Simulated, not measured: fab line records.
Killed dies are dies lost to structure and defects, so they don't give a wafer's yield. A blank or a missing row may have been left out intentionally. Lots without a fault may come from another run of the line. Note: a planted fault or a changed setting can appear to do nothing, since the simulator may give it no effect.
fab line records + flow sky130
record:
- lots: 6
- wafers: 18
- last-day: 50
route steps=708 shown VIA2@521 METAL3@532
lots untouched by any fault: they come from a run of this same line in which no faults occurred
start-h: the number of hours between the record's first day and the start of the first shown wafer of the lot + wait-h: time in hours since the lot's previous step + " same as the row above + L1.1+2: one row covering several wafers at once + - no value, or no start was given + * or withheld: withheld + < > ~ a bound
route shown NAME@n: names a module that has steps shown in the file, with the first one's number in the route + usual: mean/standard deviation taken from wafers without a fault + same: alike in all rows + chamber/n: place in a boat + sites: readings site by site + _std_site: standard deviation of those values + _edge_site: mean of outer sites minus mean of inner sites + radius-mm: for every site, how far away it sits from the centre of the wafer + mask NAME#n: copy n + behind: the most recent tool/chamber to have shaped the wafer + hold: what put the lot on hold/how long, in hours/how the hold closed + device: the transistor (n, p or np) that didn't switch + end of line: the same wafers' tests at the end of the route + where a step has no rows: the recipe by itself + killed: count of dies lost to structure and defects at first sort (not the wafer's yield) + map: the dies of a wafer, with x for killed, . for not killed, _ for no die there
set.NAME: the setting that was run; set.NAME@STEP: the one run at that earlier step + model.NAME: the simulator's own value behind a step, which no gauge read
lots seen at some steps along the route; tables by step, rows by wafer
services: the hour from which a tool's chamber was out of use, counted from the record's first day as start-h (under 0 if before that day), plus the number of hours and why
== steps ==
step: SKY_VIA2_ETCH_14
recipe:
- chemistry: N2/H2
- target: BARC
- ion-energy-ev: 200
- source-w: 500
- bias-w: 100
- pressure-mtorr: 30
- n2-flow-sccm: 100
- h2-flow-sccm: 200
- stop-on: SiO2
- time-s: 45.9
- target-depth-a: 600
step: SKY_VIA2_ETCH_15
recipe:
- target: SiO2
- chemistry: C4F8/O2/Ar
- target-depth-nm: 546
- stop-on: TiN
- mask-material: KrF-thick
- source-w: 1500
- bias-w: 1200
- pressure-mtorr: 40
- c4f8-flow-sccm: withheld
- O2_flow_sccm: 6
- Ar_flow_sccm: 300
- time-s: 84
usual:
- oes-product-au: 0.939/0.0045
| lot.wafer | tool        | chamber | start-h | wait-h | oes-product-au | rf-hours-counter-h |
|-----------|-------------|---------|---------|--------|----------------|--------------------|
| L186.1    | rie-diel-01 | 2       | 915.46  | 0.0    | 0.940          | 24                 |
| L186.2    | "           | 0       | "       | "      | 0.935          | 16                 |
| L186.6    | "           | 1       | "       | "      | 0.941          | -                  |
| L189.2    | rie-diel-04 | 3       | 940.93  | 0.0    | 0.939          | 9                  |
| L189.3    | "           | 2       | "       | "      | 0.933          | 9                  |
| L189.6    | "           | 0       | "       | "      | 0.944          | -                  |
| L192.1    | rie-diel-02 | 3       | 956.56  | 0.0    | 0.938          | 23                 |
| L192.3    | "           | 2       | "       | "      | 0.931          | 21                 |
| L192.4    | "           | 2       | "       | "      | 0.941          | -                  |
| L193.4    | rie-diel-04 | 2       | 961.69  | 0.0    | 0.944          | 9                  |
| L193.5    | "           | 1       | "       | "      | 0.930          | -                  |
| L193.6    | "           | 0       | "       | "      | 0.938          | -                  |
| L199.2    | rie-diel-01 | 2       | 1002.41 | 0.0    | 0.934          | 27                 |
| L199.4    | "           | 0       | "       | "      | 0.938          | -                  |
| L199.6    | "           | 3       | "       | "      | 0.944          | -                  |
| L200.3    | rie-diel-01 | 0       | 1013.96 | 0.0    | 0.950          | 18                 |
| L200.4    | "           | 2       | "       | "      | 0.931          | -                  |
| L200.6    | "           | 3       | "       | "      | 0.932          | -                  |
step: SKY_VIA2_STRIP_16
recipe:
- chemistry: O2/N2
- power-w: 1400
- pressure-mtorr: 1500
- platen-temp-c: withheld
- o2-flow-sccm: 3000
- n2-flow-sccm: 300
- overash-fraction: 0.5
step: SKY_VIA2_STRIP_17
recipe:
- chemistry: post-etch-residue-remover
- time-s: 1200
- temp-c: 72.5
step: SKY_VIA2_CLEAN_18
recipe:
- chemistry: IPA
- time-s: 180
- temp-c: 25
step: SKY_VIA2_CLEAN_19
recipe:
- chemistry: O3/DIW
- dry: n2-spin
step: SKY_VIA2_SPUTTER_20
recipe:
- material: TiN
- target-thk-nm: 20
- chamber-pressure-pa: 5
- power-w: 4000
- time-s: 80
usual:
- throttle-valve-pct: 30.3/0.68
| lot.wafer | tool           | chamber | start-h | wait-h | throttle-valve-pct |
|-----------|----------------|---------|---------|--------|--------------------|
| L186.1    | pvd-sputter-04 | -       | 916.11  | 0.0    | 31.3               |
| L186.2    | "              | -       | "       | "      | 30.2               |
| L186.6    | "              | -       | "       | "      | 30.3               |
| L189.2    | pvd-sputter-01 | -       | 941.63  | 0.0    | 29.5               |
| L189.3    | "              | -       | "       | "      | 30.1               |
| L189.6    | "              | -       | "       | "      | 29.8               |
| L192.1    | pvd-sputter-04 | -       | 957.23  | 0.0    | 31.4               |
| L192.3    | "              | -       | "       | "      | 29.2               |
| L192.4    | "              | -       | "       | "      | 30.3               |
| L193.4    | pvd-sputter-02 | -       | 962.35  | 0.0    | 30.6               |
| L193.5    | "              | -       | "       | "      | 30.4               |
| L193.6    | "              | -       | "       | "      | 29.8               |
| L199.2    | pvd-sputter-02 | -       | 1003.07 | 0.0    | 29.6               |
| L199.4    | "              | -       | "       | "      | 30.0               |
| L199.6    | "              | -       | "       | "      | 30.1               |
| L200.3    | pvd-sputter-04 | -       | 1014.65 | 0.0    | 31.4               |
| L200.4    | "              | -       | "       | "      | 29.1               |
| L200.6    | "              | -       | "       | "      | 31.4               |
step: SKY_VIA2_CVD_21
recipe:
- material: W
- target-thk-nm: 420
- time-s: 126.4
- temp-c: 400
- pressure-torr: 40
step: SKY_VIA2_RS_MEAS_22
recipe:
- thk-meas-gauge: four-point-probe
- reads: W_of_VIA2_CVD_21+TiN_of_VIA2_SPUTTER_20
usual:
- VIA2_W_RS: 0.274/0.0037
| lot.wafer | tool          | chamber | start-h | wait-h | VIA2_W_RS[ohm/sq] |
|-----------|---------------|---------|---------|--------|-------------------|
| L186.1    | film-metro-01 | -       | 916.43  | 0.2    | 0.277             |
| L186.2    | "             | -       | "       | "      | 0.278             |
| L186.6    | "             | -       | "       | "      | 0.279             |
| L189.2    | film-metro-01 | -       | 941.84  | 0.1    | 0.274             |
| L189.3    | "             | -       | "       | "      | 0.271             |
| L189.6    | "             | -       | "       | "      | 0.275             |
| L192.1    | film-metro-01 | -       | 957.42  | 0.1    | 0.271             |
| L192.3    | "             | -       | "       | "      | 0.272             |
| L192.4    | "             | -       | "       | "      | 0.275             |
| L193.4    | film-metro-03 | -       | 962.60  | 0.1    | 0.281             |
| L193.5    | "             | -       | "       | "      | 0.277             |
| L193.6    | "             | -       | "       | "      | 0.278             |
| L199.2    | film-metro-03 | -       | 1003.28 | 0.1    | 0.274             |
| L199.4    | "             | -       | "       | "      | 0.276             |
| L199.6    | "             | -       | "       | "      | 0.275             |
| L200.3    | film-metro-01 | -       | 1014.88 | 0.1    | 0.270             |
| L200.4    | "             | -       | "       | "      | 0.272             |
| L200.6    | "             | -       | "       | "      | 0.271             |
step: SKY_VIA2_THK_MEAS_23
recipe:
- thk-meas-gauge: xrf
- reads: W_of_VIA2_CVD_21
usual:
- VIA2_W_THK: 419/5.8
| lot.wafer | tool          | chamber | start-h | wait-h | VIA2_W_THK[nm] |
|-----------|---------------|---------|---------|--------|----------------|
| L186.1    | film-metro-01 | -       | 916.55  | 0.1    | 424            |
| L186.2    | "             | -       | "       | "      | 419            |
| L186.6    | "             | -       | "       | "      | 420            |
| L189.2    | film-metro-01 | -       | 941.95  | 0.1    | 420            |
| L189.3    | "             | -       | "       | "      | 425            |
| L189.6    | "             | -       | "       | "      | 417            |
| L192.1    | film-metro-01 | -       | 957.54  | 0.1    | 426            |
| L192.3    | "             | -       | "       | "      | 424            |
| L192.4    | "             | -       | "       | "      | 417            |
| L193.4    | film-metro-03 | -       | 962.69  | 0.1    | 414            |
| L193.5    | "             | -       | "       | "      | 418            |
| L193.6    | "             | -       | "       | "      | 420            |
| L199.2    | film-metro-03 | -       | 1003.39 | 0.1    | 422            |
| L199.4    | "             | -       | "       | "      | 415            |
| L199.6    | "             | -       | "       | "      | 417            |
| L200.3    | film-metro-01 | -       | 1014.98 | 0.1    | 426            |
| L200.4    | "             | -       | "       | "      | 426            |
| L200.6    | "             | -       | "       | "      | 427            |
step: SKY_VIA2_CMP_24
recipe:
- stop-on: SiO2
- t-overpolish-s: 20
- down-force-psi: 3.5
- platen-rpm: 60
- target-thk-nm: 0
- pad-velocity-m-s: 0.94248
usual:
- motor-current-A: 11.5/1.5
- overpolish-run-s: 20.001/0.0087
- time-to-endpoint-s: 100/3.6
| lot.wafer | tool   | chamber | start-h | wait-h | motor-current-A | overpolish-run-s | time-to-endpoint-s |
|-----------|--------|---------|---------|--------|-----------------|------------------|--------------------|
| L186.2    | cmp-01 | 2       | 916.61  | 0.0    | 12.8            | 19.995           | 94                 |
| L186.1    | "      | 3       | "       | "      | 11.3            | 19.995           | 101                |
| L186.6    | "      | 3       | "       | "      | 10.9            | 19.992           | 97                 |
| L189.3    | cmp-01 | 1       | 942.00  | 0.0    | 8.5             | 19.999           | 99                 |
| L189.2    | "      | 3       | "       | "      | 10.5            | 20.012           | 101                |
| L189.6    | "      | 2       | "       | "      | 13.0            | 19.998           | 96                 |
| L192.3    | cmp-02 | 3       | 957.60  | 0.0    | 13.1            | 20.011           | 99                 |
| L192.1    | "      | 0       | "       | "      | 10.9            | 20.004           | 97                 |
| L192.4    | "      | 2       | "       | "      | 12.5            | 20.010           | 99                 |
| L193.4    | cmp-01 | 0       | 962.77  | 0.1    | 12.7            | 19.995           | 98                 |
| L193.5    | "      | 3       | "       | "      | 10.9            | 20.007           | 104                |
| L193.6    | "      | 0       | "       | "      | 13.1            | 20.006           | 102                |
| L199.2    | cmp-02 | 1       | 1003.54 | 0.1    | 11.9            | 20.005           | 100                |
| L199.4    | "      | 2       | "       | "      | 12.4            | 20.013           | 102                |
| L199.6    | "      | 3       | "       | "      | 13.3            | 19.996           | 102                |
| L200.4    | cmp-02 | 1       | 1015.12 | 0.1    | 11.7            | 19.999           | 99                 |
| L200.3    | "      | 2       | "       | "      | 11.9            | 20.002           | 104                |
| L200.6    | "      | 3       | "       | "      | 12.9            | 19.983           | 101                |
step: SKY_METAL3_SPUTTER_00
recipe:
- material: Ti
- target-thk-nm: 15
- power-w: 3000
- time-s: 10
- chamber-pressure-pa: 0.4
usual:
- throttle-valve-pct: 30.2/0.53
| lot.wafer | tool           | chamber | start-h | wait-h | throttle-valve-pct |
|-----------|----------------|---------|---------|--------|--------------------|
| L186.1    | pvd-sputter-03 | -       | 916.91  | 0.2    | 29.5               |
| L186.2    | "              | -       | "       | "      | 31.0               |
| L186.6    | "              | -       | "       | "      | 29.8               |
| L189.2    | pvd-sputter-04 | -       | 942.30  | 0.1    | 31.1               |
| L189.3    | "              | -       | "       | "      | 30.5               |
| L189.6    | "              | -       | "       | "      | 29.4               |
| L192.1    | pvd-sputter-03 | -       | 957.90  | 0.2    | 29.8               |
| L192.3    | "              | -       | "       | "      | 30.8               |
| L192.4    | "              | -       | "       | "      | 29.4               |
| L193.4    | pvd-sputter-03 | -       | 963.02  | 0.2    | 29.7               |
| L193.5    | "              | -       | "       | "      | 30.8               |
| L193.6    | "              | -       | "       | "      | 30.7               |
| L199.2    | pvd-sputter-04 | -       | 1003.74 | 0.1    | 31.3               |
| L199.4    | "              | -       | "       | "      | 30.4               |
| L199.6    | "              | -       | "       | "      | 30.3               |
| L200.3    | pvd-sputter-02 | -       | 1015.32 | 0.1    | 29.9               |
| L200.4    | "              | -       | "       | "      | 30.3               |
| L200.6    | "              | -       | "       | "      | 30.9               |
step: SKY_METAL3_SPUTTER_01
recipe:
- material: TiN
- target-thk-nm: 20
- power-w: 6500
- time-s: 16.7
- chamber-pressure-pa: 0.4
usual:
- throttle-valve-pct: 30.2/0.57
| lot.wafer | tool           | chamber | start-h | wait-h | throttle-valve-pct | model.TiN_of_METAL3_SPUTTER_01.thk-nm |
|-----------|----------------|---------|---------|--------|--------------------|---------------------------------------|
| L186.1    | pvd-sputter-03 | -       | 916.94  | 0.0    | 29.6               | 19.87                                 |
| L186.2    | "              | -       | "       | "      | 30.9               | 20.12                                 |
| L186.6    | "              | -       | "       | "      | 29.6               | 20.05                                 |
| L189.2    | pvd-sputter-04 | -       | 942.32  | 0.0    | 31.6               | 20.31                                 |
| L189.3    | "              | -       | "       | "      | 30.5               | 19.95                                 |
| L189.6    | "              | -       | "       | "      | 29.2               | 20.31                                 |
| L192.1    | pvd-sputter-03 | -       | 957.92  | 0.0    | 30.0               | 16.27                                 |
| L192.3    | "              | -       | "       | "      | 31.0               | 16.19                                 |
| L192.4    | "              | -       | "       | "      | 29.7               | 16.14                                 |
| L193.4    | pvd-sputter-03 | -       | 963.04  | 0.0    | 29.4               | 15.72                                 |
| L193.5    | "              | -       | "       | "      | 30.8               | 20.12                                 |
| L193.6    | "              | -       | "       | "      | 30.5               | 19.93                                 |
| L199.2    | pvd-sputter-04 | -       | 1003.76 | 0.0    | 31.4               | 20.01                                 |
| L199.4    | "              | -       | "       | "      | 30.1               | 19.74                                 |
| L199.6    | "              | -       | "       | "      | 30.4               | 19.81                                 |
| L200.3    | pvd-sputter-02 | -       | 1015.34 | 0.0    | 29.8               | 20.12                                 |
| L200.4    | "              | -       | "       | "      | 30.5               | 20.1                                  |
| L200.6    | "              | -       | "       | "      | 30.7               | 20.11                                 |
step: SKY_METAL3_SPUTTER_02
recipe:
- material: AlCu
- target-thk-nm: 735
- power-w: 10600
- time-s: 39.1
- chamber-pressure-pa: 0.4
usual:
- throttle-valve-pct: 30.2/0.58
| lot.wafer | tool           | chamber | start-h | wait-h | throttle-valve-pct |
|-----------|----------------|---------|---------|--------|--------------------|
| L186.1    | pvd-sputter-03 | -       | 916.96  | 0.0    | 29.4               |
| L186.2    | "              | -       | "       | "      | 30.8               |
| L186.6    | "              | -       | "       | "      | 29.7               |
| L189.2    | pvd-sputter-04 | -       | 942.35  | 0.0    | 31.2               |
| L189.3    | "              | -       | "       | "      | 30.7               |
| L189.6    | "              | -       | "       | "      | 29.2               |
| L192.1    | pvd-sputter-03 | -       | 957.95  | 0.0    | 29.9               |
| L192.3    | "              | -       | "       | "      | 30.8               |
| L192.4    | "              | -       | "       | "      | 29.5               |
| L193.4    | pvd-sputter-03 | -       | 963.07  | 0.0    | 29.6               |
| L193.5    | "              | -       | "       | "      | 31.0               |
| L193.6    | "              | -       | "       | "      | 30.4               |
| L199.2    | pvd-sputter-04 | -       | 1003.79 | 0.0    | 31.4               |
| L199.4    | "              | -       | "       | "      | 30.2               |
| L199.6    | "              | -       | "       | "      | 30.1               |
| L200.3    | pvd-sputter-02 | -       | 1015.37 | 0.0    | 29.8               |
| L200.4    | "              | -       | "       | "      | 30.2               |
| L200.6    | "              | -       | "       | "      | 30.9               |
== services ==
| tool           | chamber | start-h | hours | kind                           |
|----------------|---------|---------|-------|--------------------------------|
| cmp-01         | -       | 898.90  | 2.1   | repair                         |
| rie-diel-01    | 3       | 902.48  | 4.3   | repair                         |
| rie-diel-01    | 1       | 904.45  | 1.9   | repair                         |
| pvd-sputter-03 | -       | 907.87  | 2.3   | repair                         |
| cmp-02         | -       | 912.00  | 4.0   | pm                             |
| rie-diel-04    | 2       | 913.41  | 15.3  | repair                         |
| cmp-02         | -       | 916.00  | -     | consumable-replace:conditioner |
| cmp-02         | -       | 916.00  | -     | consumable-replace:pad         |
| pvd-sputter-04 | -       | 920.08  | 2.5   | repair                         |
| rie-diel-02    | 2       | 930.95  | 2.9   | repair                         |
| rie-diel-04    | 2       | 931.10  | 8.4   | repair                         |
| rie-diel-02    | 1       | 935.19  | 132.0 | repair                         |
| rie-diel-01    | 2       | 943.30  | 9.6   | repair                         |
| rie-diel-01    | 0       | 947.26  | 8.4   | repair                         |
| pvd-sputter-01 | -       | 960.41  | 2.3   | repair                         |
| rie-diel-04    | -       | 961.83  | 2.8   | pm                             |
| rie-diel-04    | -       | 968.13  | 4.3   | pm                             |
| rie-diel-02    | 3       | 975.59  | 6.5   | repair                         |
| cmp-01         | -       | 984.11  | 5.5   | repair                         |
| cmp-02         | -       | 994.94  | 0.5   | repair                         |
| rie-diel-02    | -       | 998.64  | 4.3   | pm                             |
| pvd-sputter-01 | -       | 1000.17 | 5.3   | repair                         |
| pvd-sputter-04 | -       | 1011.52 | 1.2   | repair                         |
| cmp-01         | -       | 1012.44 | 4.8   | pm                             |
== key ==
first-sign none at tools or gauges
model-effect:
- step: SKY_METAL3_SPUTTER_01
- value: TiN_of_METAL3_SPUTTER_01.thk-nm
- without: 20.07
- struck: 16.08
met-at SKY_METAL3_SPUTTER_01
struck-wafers L192.1,L192.3,L192.4,L193.4
onset-between 916.94 957.92
fault:
- kind: process-parameter-drift
- tool: pvd-sputter-03
- chamber: -
- onset-h: 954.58
- steps: SKY_METAL3_SPUTTER_01
- channel: time-s
- offset: *
- shape: step
- end-h: 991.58
- scope: struck-wafers-only
- acts-in: *
- stated: *
